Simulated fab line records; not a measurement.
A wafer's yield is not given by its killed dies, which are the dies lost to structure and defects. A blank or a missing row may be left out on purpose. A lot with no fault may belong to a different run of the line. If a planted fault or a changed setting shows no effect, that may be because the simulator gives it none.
fab line records	flow sky130
record: lots: 7	wafers: 21	last-day: 50
route steps=708 shown VT_ADJUST_LVTN@116 VT_ADJUST_NCORE@119 VT_ADJUST_HVTR@131 PAD_OPEN@708
lots that met no fault: taken from a fault-free run of the same line
start-h: start of the lot's first displayed wafer, in hours after the record's first day	wait-h: time in hours since the lot's previous step	" repeats the value in the row above	L1.1+2: a single row standing in for several wafers	- no value, or no start was given	* or withheld: withheld	< > ~ a bound
route shown NAME@n: a module of which the file shows steps, and the number in the route of the first	usual: the fault-free wafers' mean and standard deviation	same: alike in all rows	chamber/n: place in a boat	sites: readings site by site	_std_site: how widely they spread, as a standard deviation	_edge_site: inner sites' mean taken away from outer sites' mean	radius-mm: for every site, how far away it sits from the centre of the wafer	mask NAME#n: copy n	behind: the tool/chamber that last shaped the wafer	hold: what put the lot on hold/how long, in hours/how the hold closed	device: whichever transistor did not switch (one of n, p or np)	end of line: tests run on the same wafers once the route is complete	a step with no rows: only its recipe	killed: count of dies lost to structure and defects at first sort (not the wafer's yield)	map: the dies of a wafer, with x for killed, . for not killed, _ for no die there
set.NAME: the setting the step ran with; set.NAME@STEP: the setting that earlier step ran with	model.NAME: the simulator's own value behind a step, which no gauge read
lots at selected steps of the route; one table per step, one row per wafer
services: a tool's chamber out of use, with start hour (start-h, from the record's first day; less than 0 if before it), hours out, and reason
== steps ==
step: SKY_VT_ADJUST_LVTN_IMPLANT_19
recipe: species: B	energy-kev: 30	dose-cm2: 6.5e+11	tilt-deg: withheld
step: SKY_VT_ADJUST_LVTN_STRIP_20
recipe: chemistry: O2/N2	power-w: 1400	pressure-mtorr: 1500	platen-temp-c: withheld	o2-flow-sccm: 3000	n2-flow-sccm: 300	overash-fraction: 0.5
usual: drypump-motor-current-A: 5.7/0.34	oes-product-au: 0.716/0.0046	strip-time-to-endpoint-s: 14.18/0.04
lot.wafer	tool	chamber	start-h	wait-h	drypump-motor-current-A	oes-product-au	rf-hours-counter-h	strip-time-to-endpoint-s
L476.3	plasma-asher-02	1	214.26	0.1	5.9	0.716	-	14.16
L476.4	"	0	"	"	5.1	0.713	-	14.22
L476.5	"	0	"	"	5.1	0.717	-	14.19
L479.3	plasma-asher-03	0	221.26	0.1	6.2	0.715	-	14.14
L479.4	"	1	"	"	5.8	0.715	-	14.11
L479.5	"	1	"	"	5.8	0.715	-	14.14
L482.1	plasma-asher-02	0	245.88	0.1	5.1	0.718	57	14.06
L482.4	"	1	"	"	5.9	0.706	-	14.12
L482.5	"	0	"	"	5.1	0.716	-	14.09
L483.2	plasma-asher-02	0	254.23	0.1	5.1	0.717	58	14.22
L483.3	"	1	"	"	5.9	0.712	-	14.20
L483.4	"	0	"	"	5.1	0.720	-	14.21
L486.1	plasma-asher-01	0	266.82	0.1	5.6	0.720	56	14.18
L486.2	"	1	"	"	5.9	0.715	56	14.16
L486.3	"	0	"	"	5.6	0.719	-	14.19
L488.1	plasma-asher-02	1	301.67	0.1	5.8	0.719	63	14.17
L488.2	"	0	"	"	5.1	0.713	63	14.14
L488.5	"	1	"	"	5.9	0.719	-	14.18
L492.1	plasma-asher-02	1	313.51	0.1	5.9	0.709	64	14.14
L492.2	"	0	"	"	5.2	0.723	64	14.10
L492.6	"	0	"	"	5.1	0.722	-	14.17
step: SKY_VT_ADJUST_LVTN_TW_MEAS_21
usual: VT_ADJUST_LVTN_2_TW: 189.3/1.3
lot.wafer	tool	chamber	start-h	wait-h	VT_ADJUST_LVTN_2_TW
L476.3	film-metro-01	-	214.35	0.1	189.7
L476.4	"	-	"	"	188.4
L476.5	"	-	"	"	188.5
L479.3	film-metro-04	-	221.35	0.1	190.4
L479.4	"	-	"	"	190.3
L479.5	"	-	"	"	190.8
L482.1	film-metro-04	-	245.98	0.1	190.5
L482.4	"	-	"	"	190.9
L482.5	"	-	"	"	190.0
L483.2	film-metro-02	-	254.34	0.1	188.4
L483.3	"	-	"	"	187.7
L483.4	"	-	"	"	187.7
L486.1	film-metro-04	-	266.92	0.1	189.8
L486.2	"	-	"	"	190.3
L486.3	"	-	"	"	189.9
L488.1	film-metro-02	-	301.77	0.1	187.9
L488.2	"	-	"	"	187.0
L488.5	"	-	"	"	187.2
L492.1	film-metro-02	-	313.61	0.1	188.6
L492.2	"	-	"	"	188.2
L492.6	"	-	"	"	188.5
step: SKY_VT_ADJUST_NCORE_DEHYDRATE_00
recipe: temp-c: 200	time-s: 60
step: SKY_VT_ADJUST_NCORE_HMDS_01
recipe: prime-time-s: 60	prime-temp-c: 120
step: SKY_VT_ADJUST_NCORE_COAT_02
recipe: resist: NOVOLAK	spin-rpm: 3000	resist-thk-nm: 1140
step: SKY_VT_ADJUST_NCORE_SOFTBAKE_03
recipe: temp-c: 90	time-s: 60	resist: NOVOLAK
step: SKY_VT_ADJUST_NCORE_EXPOSE_04
recipe: mask-id: LVTN_COMPLEMENT_THIN	na: 0.6	source-shape: conventional	sigma-outer: 0.6	polarization: unpolarized	target-cd-nm: 380	dose-mj: 139
step: SKY_VT_ADJUST_NCORE_PEB_05
recipe: temp-c: withheld	time-s: *	resist: NOVOLAK
step: SKY_VT_ADJUST_NCORE_DEVELOP_06
recipe: resist: NOVOLAK	developer: TMAH	develop-time-s: 60	dev-temp-c: 23
step: SKY_VT_ADJUST_NCORE_CD_MEAS_07
recipe: target-cd-nm: 380
usual: cd-nm: 380.3/2.5
lot.wafer	tool	chamber	start-h	wait-h	cd-nm
L476.3	cd-sem-02	-	236.83	0.1	380.9
L476.4	"	-	"	"	383.2
L476.5	"	-	"	"	381.3
L479.3	cd-sem-01	-	243.84	0.1	382.5
L479.4	"	-	"	"	383.1
L479.5	"	-	"	"	381.7
L482.1	cd-sem-02	-	269.53	0.1	383.4
L482.4	"	-	"	"	383.4
L482.5	"	-	"	"	382.2
L483.2	cd-sem-02	-	278.45	0.1	378.5
L483.3	"	-	"	"	379.4
L483.4	"	-	"	"	377.2
L486.1	cd-sem-01	-	291.65	0.1	380.5
L486.2	"	-	"	"	380.6
L486.3	"	-	"	"	381.0
L488.1	cd-sem-02	-	328.10	0.1	379.4
L488.2	"	-	"	"	379.9
L488.5	"	-	"	"	378.8
L492.1	cd-sem-01	-	340.00	0.1	379.6
L492.2	"	-	"	"	378.9
L492.6	"	-	"	"	377.9
step: SKY_VT_ADJUST_NCORE_OVL_MEAS_08
usual: VT_ADJUST_NCORE_OVL: -0.8/1.4
lot.wafer	tool	chamber	start-h	wait-h	VT_ADJUST_NCORE_OVL[nm]
L476.3	overlay-02	-	236.92	0.1	-1.6
L476.4	"	-	"	"	-2.0
L476.5	"	-	"	"	1.3
L479.3	overlay-02	-	243.93	0.1	-0.9
L479.4	"	-	"	"	0.6
L479.5	"	-	"	"	0.6
L482.1	overlay-01	-	269.65	0.1	-0.5
L482.4	"	-	"	"	0.2
L482.5	"	-	"	"	0.0
L483.2	overlay-02	-	278.56	0.1	-1.3
L483.3	"	-	"	"	0.4
L483.4	"	-	"	"	-1.9
L486.1	overlay-01	-	291.77	0.1	-0.8
L486.2	"	-	"	"	-1.9
L486.3	"	-	"	"	-0.1
L488.1	overlay-01	-	328.22	0.1	-3.9
L488.2	"	-	"	"	-2.7
L488.5	"	-	"	"	-0.9
L492.1	overlay-01	-	340.12	0.1	0.1
L492.2	"	-	"	"	-0.1
L492.6	"	-	"	"	0.8
step: SKY_VT_ADJUST_NCORE_IMPLANT_09
recipe: species: B	energy-kev: 10	dose-cm2: 2.4e+12	tilt-deg: withheld
usual: dose-ions-cm2: 2.4002e+12/2.6e+09	faraday-current-uA: 13.51/0.29
lot.wafer	tool	chamber	start-h	wait-h	dose-ions-cm2	faraday-current-uA
L476.3	implanter-02	0	237.00	0.1	2.3994e+12	13.03
L476.4	"	0	"	"	2.403e+12	13.60
L476.5	"	0	"	"	2.4001e+12	13.21
L479.3	implanter-01	0	244.00	0.1	2.3967e+12	13.78
L479.4	"	0	"	"	2.3983e+12	13.80
L479.5	"	0	"	"	2.3981e+12	13.21
L482.1	implanter-01	0	269.69	0.0	2.0751e+12	11.69
L482.4	"	0	"	"	2.0751e+12	11.32
L482.5	"	0	"	"	2.0731e+12	11.51
L483.2	implanter-01	0	278.61	0.0	2.078e+12	11.81
L483.3	"	0	"	"	2.0757e+12	11.89
L483.4	"	0	"	"	2.0773e+12	12.22
L486.1	implanter-01	0	291.80	0.0	2.0733e+12	11.71
L486.2	"	0	"	"	2.0774e+12	11.62
L486.3	"	0	"	"	2.0761e+12	11.50
L488.1	implanter-03	0	328.25	0.0	2.3994e+12	13.20
L488.2	"	0	"	"	2.4007e+12	13.88
L488.5	"	0	"	"	2.398e+12	13.39
L492.1	implanter-02	0	340.15	0.0	2.4046e+12	13.86
L492.2	"	0	"	"	2.4018e+12	13.31
L492.6	"	0	"	"	2.4049e+12	13.21
step: SKY_VT_ADJUST_NCORE_STRIP_10
recipe: chemistry: O2/N2	power-w: 1400	pressure-mtorr: 1500	platen-temp-c: withheld	o2-flow-sccm: 3000	n2-flow-sccm: 300	overash-fraction: 0.5
usual: drypump-motor-current-A: 5.7/0.56	oes-product-au: 0.716/0.0049	strip-time-to-endpoint-s: 14.16/0.04
lot.wafer	tool	chamber	start-h	wait-h	drypump-motor-current-A	oes-product-au	rf-hours-counter-h	strip-time-to-endpoint-s
L476.3	plasma-asher-02	0	237.13	0.1	5.1	0.716	-	14.13
L476.4	"	1	"	"	5.9	0.708	-	14.11
L476.5	"	0	"	"	5.1	0.715	-	14.10
L479.3	plasma-asher-04	0	244.14	0.1	6.3	0.720	-	14.19
L479.4	"	1	"	"	4.8	0.712	-	14.19
L479.5	"	1	"	"	4.8	0.718	-	14.21
L482.1	plasma-asher-04	0	269.84	0.1	6.3	0.714	15	14.18
L482.4	"	0	"	"	6.3	0.713	-	14.16
L482.5	"	0	"	"	6.3	0.714	-	14.15
L483.2	plasma-asher-02	1	278.74	0.1	5.9	0.714	60	14.15
L483.3	"	1	"	"	5.9	0.714	-	14.12
L483.4	"	0	"	"	5.1	0.724	-	14.08
L486.1	plasma-asher-02	1	291.95	0.1	5.9	0.710	62	14.20
L486.2	"	0	"	"	5.1	0.718	62	14.18
L486.3	"	1	"	"	5.9	0.716	-	14.15
L488.1	plasma-asher-04	0	328.40	0.1	6.3	0.707	20	14.12
L488.2	"	1	"	"	4.8	0.704	20	14.07
L488.5	"	0	"	"	6.3	0.707	-	14.09
L492.1	plasma-asher-04	0	340.30	0.1	6.3	0.713	22	14.11
L492.2	"	1	"	"	4.8	0.717	22	14.11
L492.6	"	1	"	"	4.8	0.712	-	14.10
step: SKY_VT_ADJUST_NCORE_TW_MEAS_11
usual: VT_ADJUST_NCORE_TW: 221.6/0.98
lot.wafer	tool	chamber	start-h	wait-h	VT_ADJUST_NCORE_TW
L476.3	film-metro-04	-	237.22	0.1	222.1
L476.4	"	-	"	"	221.6
L476.5	"	-	"	"	221.5
L479.3	film-metro-03	-	244.22	0.1	220.6
L479.4	"	-	"	"	220.4
L479.5	"	-	"	"	221.6
L482.1	film-metro-03	-	269.94	0.1	213.4
L482.4	"	-	"	"	214.8
L482.5	"	-	"	"	215.0
L483.2	film-metro-01	-	278.85	0.1	213.0
L483.3	"	-	"	"	212.1
L483.4	"	-	"	"	212.4
L486.1	film-metro-03	-	292.05	0.1	212.2
L486.2	"	-	"	"	212.1
L486.3	"	-	"	"	214.3
L488.1	film-metro-01	-	328.50	0.1	221.3
L488.2	"	-	"	"	222.6
L488.5	"	-	"	"	223.3
L492.1	film-metro-04	-	340.40	0.1	221.0
L492.2	"	-	"	"	220.0
L492.6	"	-	"	"	221.9
step: SKY_VT_ADJUST_HVTR_DEHYDRATE_00
recipe: temp-c: 200	time-s: 60
step: SKY_PAD_OPEN_PROBE_99
usual: killed_at_M0_to_M3: 43/7.4	killed_at_M4_up: 3.1/1.8	killed-at-contacts: 26/5.6	killed-at-front-end: 15/4.9	killed-at-other: 0.2/0.44	killed-dies: 87/10	killed-open: 48/7.6	killed-short: 39/6.2
same: gross-dies: 492	killed-at-back-side: 0
lot.wafer	tool	chamber	start-h	wait-h	killed_at_M0_to_M3	killed_at_M4_up	killed-at-contacts	killed-at-front-end	killed-at-other	killed-dies	killed-open	killed-short	model.etest.nfet_16v.r-on-ohm-um	model.etest.pfet-g5v0d10v5.r-on-ohm-um	model.etest.res-pwell-under-gate.rs-ohm-sq	model.etest.nfet-g5v0d10v5.r-on-ohm-um	model.etest.nfet-g5v0d10v5.drive-ua-um	model.etest.pfet-g5v0d10v5.drive-ua-um	model.etest.pfet_16v.drive-ua-um	model.etest.nfet_16v.drive-ua-um
L476.3	prober-02	-	1123.58	0.2	47	5	25	11	2	90	44	45	1.41e+04	4816	2304	1887	611.8	339.5	243	221.2
L476.4	prober-02	-	1123.63	0.2	44	4	28	20	0	96	58	38	1.41e+04	4865	2273	1890	595.8	333.9	240	219.7
L476.5	prober-02	-	1123.68	0.2	35	2	25	7	1	70	39	30	1.413e+04	4848	2274	1891	602.3	336.3	240.5	218.8
L479.3	prober-01	-	1125.67	0.2	39	4	27	9	0	79	38	40	1.415e+04	4856	2278	1911	593	334.6	245.3	216.5
L479.4	prober-01	-	1125.72	0.2	32	6	40	15	0	93	58	35	1.406e+04	4778	2290	1901	604.5	342.7	246.6	217.1
L479.5	prober-01	-	1125.77	0.2	35	2	36	14	0	87	53	34	1.44e+04	4910	2273	1937	591	333.6	238.4	215.2
L482.1	prober-01	-	1144.95	0.1	52	5	14	10	0	81	49	28	1.345e+04	4930	2318	1851	624.4	329.2	233.4	231.6
L482.4	prober-01	-	1145.10	0.2	47	3	18	10	0	78	36	42	1.333e+04	4904	2311	1827	629	334.3	237.5	233.8
L482.5	prober-01	-	1145.15	0.2	41	3	24	7	1	76	47	29	1.348e+04	4901	2308	1837	630.3	330.5	234.5	235
L483.2	prober-02	-	1153.12	0.1	34	2	34	15	0	85	49	36	1.341e+04	4933	2320	1862	621.5	326.1	234.2	228.9
L483.3	prober-02	-	1153.17	0.2	26	3	18	13	0	60	32	28	1.354e+04	4990	2326	1863	604.1	321.5	233.4	223.9
L483.4	prober-02	-	1153.22	0.2	40	1	21	21	0	83	45	38	1.343e+04	4976	2327	1857	610.7	322.9	232.9	227
L486.1	prober-01	-	1162.88	0.1	66	1	17	26	1	111	59	52	1.353e+04	4751	2348	1809	631.1	342	245.8	232.9
L486.2	prober-01	-	1162.93	0.1	46	2	24	9	1	82	40	41	1.36e+04	4839	2327	1834	629.4	334.1	243.7	233.2
L486.3	prober-01	-	1162.98	0.2	53	4	31	8	1	97	51	45	1.354e+04	4840	2348	1834	629.9	331.5	242.1	235.4
L488.1	prober-01	-	1184.10	0.1	47	1	31	13	0	92	45	46	1.374e+04	4856	2316	1890	616.9	340.5	245.5	228.3
L488.2	prober-01	-	1184.15	0.1	56	2	28	13	1	100	54	46	1.414e+04	4856	2308	1900	608.4	338	240.7	220.7
L488.5	prober-01	-	1184.30	0.2	52	1	25	14	0	92	45	46	1.386e+04	4779	2298	1890	607.1	343.6	241.7	226.3
L492.1	prober-02	-	1194.67	0.1	43	1	35	20	0	99	57	42	1.42e+04	4835	2273	1930	587.6	332.1	241.7	215.9
L492.2	prober-02	-	1194.72	0.1	35	1	23	12	0	71	46	25	1.407e+04	4794	2292	1888	596.2	337.9	241.2	220.3
L492.6	prober-02	-	1194.92	0.2	42	2	23	12	1	80	41	39	1.411e+04	4775	2284	1887	605.8	339.5	242.4	218.2
killed by level:class
L476.3 METAL1:geometric-particle:short=10 LI_CONTACT:geometric-particle:open=8 VIA1:geometric-particle:open=8 VIA2:geometric-particle:open=7 METAL2:geometric-particle:short=5 CONTACT:geometric-particle:open=5 CONTACT:geometric-particle:short=5 LI_CONTACT:geometric-particle:short=4
L476.4 CONTACT:geometric-particle:open=16 VIA2:geometric-particle:open=10 VIA1:geometric-particle:open=9 LI_CONTACT:geometric-particle:open=6 METAL1:geometric-particle:short=6 FIELD_ISO:geometric-particle:short=5 FIELD_ISO:geometric-particle:open=4 POLY_GATE:geometric-particle:open=4
L476.5 CONTACT:geometric-particle:open=14 VIA2:geometric-particle:open=7 METAL2:geometric-particle:short=6 VIA1:geometric-particle:open=4 VIA2:geometric-particle:short=4 FIELD_ISO:geometric-particle:open=3 LI_CONTACT:geometric-particle:open=3 LI_CONTACT:geometric-particle:short=3
L479.3 CONTACT:geometric-particle:open=11 METAL1:geometric-particle:short=8 VIA1:geometric-particle:open=8 METAL2:geometric-particle:short=6 LI_CONTACT:geometric-particle:open=5 CONTACT:geometric-particle:short=5 LOCAL_INTERCONNECT:geometric-particle:short=4 VIA3:geometric-particle:open=4
L479.4 CONTACT:geometric-particle:open=18 LI_CONTACT:geometric-particle:open=9 VIA1:geometric-particle:open=8 CONTACT:geometric-particle:short=7 VIA3:geometric-particle:open=5 VIA2:geometric-particle:open=4 VIA3:geometric-particle:short=4 FIELD_ISO:geometric-particle:open=3
L479.5 CONTACT:geometric-particle:open=15 VIA1:geometric-particle:open=10 FIELD_ISO:geometric-particle:short=8 LI_CONTACT:geometric-particle:open=7 VIA1:geometric-particle:short=6 VIA2:geometric-particle:open=6 LOCAL_INTERCONNECT:geometric-particle:short=5 VIA3:geometric-particle:open=5
L482.1 VIA2:geometric-particle:open=11 VIA1:geometric-particle:open=10 CONTACT:geometric-particle:open=7 METAL1:geometric-particle:short=5 METAL2:geometric-particle:short=5 VIA3:geometric-particle:open=5 METAL4:geometric-particle:short=4 VIA1:area-etch=4
L482.4 VIA2:geometric-particle:open=9 VIA1:geometric-particle:open=8 LI_CONTACT:geometric-particle:open=5 LOCAL_INTERCONNECT:geometric-particle:short=5 METAL1:geometric-particle:short=5 VIA1:geometric-particle:short=5 METAL2:geometric-particle:short=5 FIELD_ISO:geometric-particle:short=4
L482.5 VIA1:geometric-particle:open=13 CONTACT:geometric-particle:open=9 LI_CONTACT:geometric-particle:open=6 VIA1:geometric-particle:short=6 VIA2:geometric-particle:open=6 VIA3:geometric-particle:open=6 FIELD_ISO:geometric-particle:open=3 LI_CONTACT:geometric-particle:short=3
L483.2 CONTACT:geometric-particle:open=14 VIA1:geometric-particle:open=10 FIELD_ISO:geometric-particle:open=7 CONTACT:geometric-particle:short=7 METAL2:geometric-particle:short=7 LI_CONTACT:geometric-particle:open=6 LOCAL_INTERCONNECT:geometric-particle:short=5 FIELD_ISO:geometric-particle:short=4
L483.3 CONTACT:geometric-particle:open=9 VIA1:geometric-particle:open=7 VIA1:geometric-particle:short=4 FIELD_ISO:geometric-particle:short=3 POLY_GATE:geometric-particle:open=3 SPACER:geometric-particle:open=3 CONTACT:geometric-particle:short=3 VIA2:geometric-particle:open=3
L483.4 CONTACT:geometric-particle:open=8 VIA2:geometric-particle:open=7 LI_CONTACT:geometric-particle:open=6 FIELD_ISO:geometric-particle:open=5 METAL1:geometric-particle:short=5 VIA1:geometric-particle:open=5 METAL2:geometric-particle:short=5 METAL3:geometric-particle:short=5
L486.1 METAL1:geometric-particle:short=12 VIA1:geometric-particle:open=12 VIA2:geometric-particle:open=9 POLY_GATE:geometric-particle:open=8 VIA1:geometric-particle:short=8 METAL2:geometric-particle:short=8 FIELD_ISO:geometric-particle:open=7 LI_CONTACT:geometric-particle:open=7
L486.2 VIA3:geometric-particle:open=8 VIA1:geometric-particle:open=8 CONTACT:geometric-particle:open=6 CONTACT:geometric-particle:short=6 VIA1:geometric-particle:short=6 VIA2:geometric-particle:open=6 LI_CONTACT:geometric-particle:open=5 METAL1:geometric-particle:short=5
L486.3 VIA3:geometric-particle:open=9 METAL1:geometric-particle:short=8 LI_CONTACT:geometric-particle:open=8 VIA1:geometric-particle:open=8 CONTACT:geometric-particle:open=7 CONTACT:geometric-particle:short=7 METAL2:geometric-particle:short=6 VIA1:geometric-particle:short=5
L488.1 VIA1:geometric-particle:open=10 VIA1:geometric-particle:short=8 LOCAL_INTERCONNECT:geometric-particle:short=7 CONTACT:geometric-particle:open=7 VIA2:geometric-particle:open=7 CONTACT:geometric-particle:short=6 VIA3:geometric-particle:open=6 FIELD_ISO:geometric-particle:open=5
L488.2 VIA1:geometric-particle:open=13 CONTACT:geometric-particle:short=12 VIA2:geometric-particle:open=12 CONTACT:geometric-particle:open=8 VIA3:geometric-particle:open=7 METAL2:geometric-particle:short=6 METAL1:geometric-particle:short=6 FIELD_ISO:geometric-particle:open=5
L488.5 VIA1:geometric-particle:open=11 CONTACT:geometric-particle:open=7 METAL2:geometric-particle:short=7 VIA3:geometric-particle:open=7 VIA1:geometric-particle:short=6 METAL3:geometric-particle:short=5 LI_CONTACT:geometric-particle:short=5 FIELD_ISO:geometric-particle:short=4
L492.1 CONTACT:geometric-particle:open=15 POLY_GATE:geometric-particle:open=10 LI_CONTACT:geometric-particle:open=8 VIA1:geometric-particle:short=6 VIA1:geometric-particle:open=6 LOCAL_INTERCONNECT:geometric-particle:short=5 LI_CONTACT:geometric-particle:short=5 VIA3:geometric-particle:open=5
L492.2 VIA1:geometric-particle:open=11 CONTACT:geometric-particle:open=7 VIA2:geometric-particle:open=7 FIELD_ISO:geometric-particle:open=5 LI_CONTACT:geometric-particle:open=5 CONTACT:geometric-particle:short=4 METAL2:geometric-particle:short=4 LOCAL_INTERCONNECT:geometric-particle:short=3
L492.6 VIA1:geometric-particle:open=12 CONTACT:geometric-particle:open=7 VIA1:geometric-particle:short=7 LI_CONTACT:geometric-particle:short=5 LI_CONTACT:geometric-particle:open=4 CONTACT:geometric-particle:short=4 METAL1:geometric-particle:short=4 VIA2:geometric-particle:open=4
== services ==
tool	chamber	start-h	hours	kind
plasma-asher-01	-	202.18	2.8	pm
plasma-asher-01	-	234.53	14.6	pm
implanter-02	-	286.68	3.6	pm
plasma-asher-03	-	290.01	0.7	repair
== key ==
first-sign: step: SKY_VT_ADJUST_NCORE_IMPLANT_09	reading: dose-ions-cm2	direction: down	sigmas: 99+	usual: *	struck: *
effect: step: SKY_VT_ADJUST_NCORE_IMPLANT_09	reading: faraday-current-uA	direction: down	sigmas: 6.3	usual: 13.51	struck: 11.70
effect: step: SKY_VT_ADJUST_NCORE_TW_MEAS_11	reading: VT_ADJUST_NCORE_TW	direction: down	sigmas: 8.5	usual: 221.6	struck: 213.3
model-effect: step: SKY_PAD_OPEN_PROBE_99	value: etest.nfet_16v.r-on-ohm-um	without: 1.406e+04	struck: 1.348e+04
met-at SKY_VT_ADJUST_NCORE_IMPLANT_09
struck-wafers L482.1,L482.4,L482.5,L483.2,L483.3,L483.4,L486.1,L486.2,L486.3
tester-left-out L482,L483,L486
onset-between 244.00 269.69
fault: kind: process-parameter-drift	tool: implanter-01	chamber: -	onset-h: 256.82	steps: SKY_VT_ADJUST_NCORE_IMPLANT_09	channel: dose-cm2	offset: *	shape: step	end-h: 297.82	acts-in: *	stated: *
tester-left-out: of these lots the tester's yield and bins aren't shown, on N5 and GAA mostly nor the transistor test; their killed dies are dies lost to structure and defects alone, not to doping, threshold or leakage, so they don't give the yield
